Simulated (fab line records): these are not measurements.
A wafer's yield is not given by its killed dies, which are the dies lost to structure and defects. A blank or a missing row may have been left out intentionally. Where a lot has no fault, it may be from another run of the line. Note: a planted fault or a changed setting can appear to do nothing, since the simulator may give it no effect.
Matching of chambers :: flow sky130 :: rieSi-01 running SKY_POLY_GATE_ETCH_17: 4 sister chambers
The step etches poly-Si in HBr/Cl2, stops on SiO2, target depth 180 nm, time 70.5 s. 8 wafers are shown with their chamber, then 8 later ones without.

WAFERS WITH THEIR CHAMBER
wafer: L137.2
chamber: 0
drypumpMotorCurrentA (A): 6.5
throttleValvePct (%): 33.696

wafer: L142.2
chamber: 2
drypumpMotorCurrentA (A): 5.1
throttleValvePct (%): 33.697

wafer: L142.3
chamber: 0
drypumpMotorCurrentA (A): 6.5
throttleValvePct (%): 33.685

wafer: L145.1
chamber: 3
drypumpMotorCurrentA (A): 5.3
throttleValvePct (%): 33.690

wafer: L145.6
chamber: 3
drypumpMotorCurrentA (A): 5.4
throttleValvePct (%): 33.701

wafer: L147.1
chamber: 2
drypumpMotorCurrentA (A): 5.1
throttleValvePct (%): 33.692

wafer: L147.6
chamber: 1
drypumpMotorCurrentA (A): 6.5
throttleValvePct (%): 33.692

wafer: L156.1
chamber: 1
drypumpMotorCurrentA (A): 6.5
throttleValvePct (%): 33.688

WAFERS MISSING THEIR CHAMBER
wafer: L156.2
drypumpMotorCurrentA (A): 6.5
throttleValvePct (%): 33.677

wafer: L156.4
drypumpMotorCurrentA (A): 5.1
throttleValvePct (%): 33.694

wafer: L157.3
drypumpMotorCurrentA (A): 5.1
throttleValvePct (%): 33.674

wafer: L157.5
drypumpMotorCurrentA (A): 5.3
throttleValvePct (%): 33.705

wafer: L157.6
drypumpMotorCurrentA (A): 5.1
throttleValvePct (%): 33.686

wafer: L160.2
drypumpMotorCurrentA (A): 5.1
throttleValvePct (%): 33.678

wafer: L160.3
drypumpMotorCurrentA (A): 5.3
throttleValvePct (%): 33.702

wafer: L160.5
drypumpMotorCurrentA (A): 6.5
throttleValvePct (%): 33.675

WHICH CHAMBER EACH ONE RAN IN
wafer: L156.2
from the rows above: can't be placed: 1 or 0
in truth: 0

wafer: L156.4
from the rows above: 2
in truth: 2

wafer: L157.3
from the rows above: 2
in truth: 2

wafer: L157.5
from the rows above: 3
in truth: 3

wafer: L157.6
from the rows above: 2
in truth: 2

wafer: L160.2
from the rows above: 2
in truth: 2

wafer: L160.3
from the rows above: 3
in truth: 3

wafer: L160.5
from the rows above: can't be placed: 1 or 0
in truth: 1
Correct placement for 6 of the 8. From these rows, 2 cannot be placed; in 2 the true chamber is one of the candidates. Placed wrongly: 0.
How it was worked out, from the rows above alone: a wafer's distance from a chamber is the root of the sum, over the readings, of the square of ((its reading less the chamber's mean) divided by the reading's scatter). If the next closest chamber is less than 2 further off than the closest, the wafer can't be placed; otherwise it belongs to the closest. A chamber's mean is the mean of its shown wafers. How the scatter is found: for the shown wafers, subtract from each reading the mean of its chamber, square and add these, divide the total by (wafers less chambers), then take the root.
